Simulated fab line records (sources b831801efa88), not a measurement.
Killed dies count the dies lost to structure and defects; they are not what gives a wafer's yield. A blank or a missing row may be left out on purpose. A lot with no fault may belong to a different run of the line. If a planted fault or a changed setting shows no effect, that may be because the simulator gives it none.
What tool caused it? + flow gf180mcu + 18 wafers from 6 lots sampled at 3 of the route's 602 steps

== WHAT EACH GAUGE READ, for each wafer ==
GF_VT_IMPLANT_OVL_MEAS_18.
| lot  | measured     | on         | VT_IMPLANT_01_OVL (nm) |
|------|--------------|------------|------------------------|
| L205 | day 6 09:05  | overlay-02 | 0.4 -0.3 0.3           |
| L209 | day 7 09:20  | overlay-01 | 0.4 1.0 1.0            |
| L217 | day 9 21:59  | overlay-01 | - - -                  |
| L218 | day 10 14:56 | overlay-02 | -0.6 -2.1 -2.0         |
| L220 | day 10 21:13 | overlay-01 | 1.6 1.3 2.1            |
| L224 | day 11 11:32 | overlay-02 | -0.6 1.5 0.2           |

== WHAT TOOL EACH LOT RAN ON (gives the tool, then ch and the chambers of the sampled wafers, and finally the start) ==
| lot  | GF_DNWELL_STRIP_08                  | GF_VT_IMPLANT_EXPOSE_15             |
|------|-------------------------------------|-------------------------------------|
| L205 | plasma_asher-01 ch 0,1, day 3 00:13 | iline_stepper-01 ch 0, day 6 01:54  |
| L209 | plasma_asher-04 ch 0,1, day 3 20:52 | iline_stepper-01 ch 0, day 7 02:07  |
| L217 | plasma_asher-01 ch 0,1, day 5 20:58 | iline_stepper-01 ch 0, day 9 13:21  |
| L218 | plasma_asher-02 ch 0,1, day 6 10:43 | iline_stepper-01 ch 0, day 10 06:15 |
| L220 | plasma_asher-01 ch 0,1, day 6 16:25 | iline_stepper-02 ch 0, day 10 12:22 |
| L224 | plasma_asher-04 ch 0,1, day 7 03:59 | iline_stepper-01 ch 0, day 11 02:31 |
- GF_DNWELL_STRIP_08: strips in O2/N2.
- GF_VT_IMPLANT_EXPOSE_15: exposes mask Nwell LV AREA, target cd 860 nm.

== THE ANSWER, worked out from the rows above alone ==
Rule: the usual values come from the lots themselves. The widest of any qualifying gaps counts: lots, ordered by their means at a reading, are off when they make up no more than a third of the lots, leave a main group of 4 or more, and stand apart from it by 3 or more times the standard deviation of that group's means. If all means in a main group match to the digits the tables above print for the reading, that group is not used. A lot without any number at a reading at which 4 lots or more have one is off too. All remaining lots with rows at the step are treated as sound.
Off: at GF_VT_IMPLANT_OVL_MEAS_18 (VT_IMPLANT_01_OVL), L217. Without a number there: L217. Main group: mean 0.3 nm, sd 1.1.
A tool fits if, at a process step before that reading, it ran every lot that is off, and no sound lot after the first of them. Those tools and the gauges at GF_VT_IMPLANT_OVL_MEAS_18 are tried in the same way. Not one of the candidates tried fits.

== WHAT WAS PUT IN BY THE SIMULATOR ==
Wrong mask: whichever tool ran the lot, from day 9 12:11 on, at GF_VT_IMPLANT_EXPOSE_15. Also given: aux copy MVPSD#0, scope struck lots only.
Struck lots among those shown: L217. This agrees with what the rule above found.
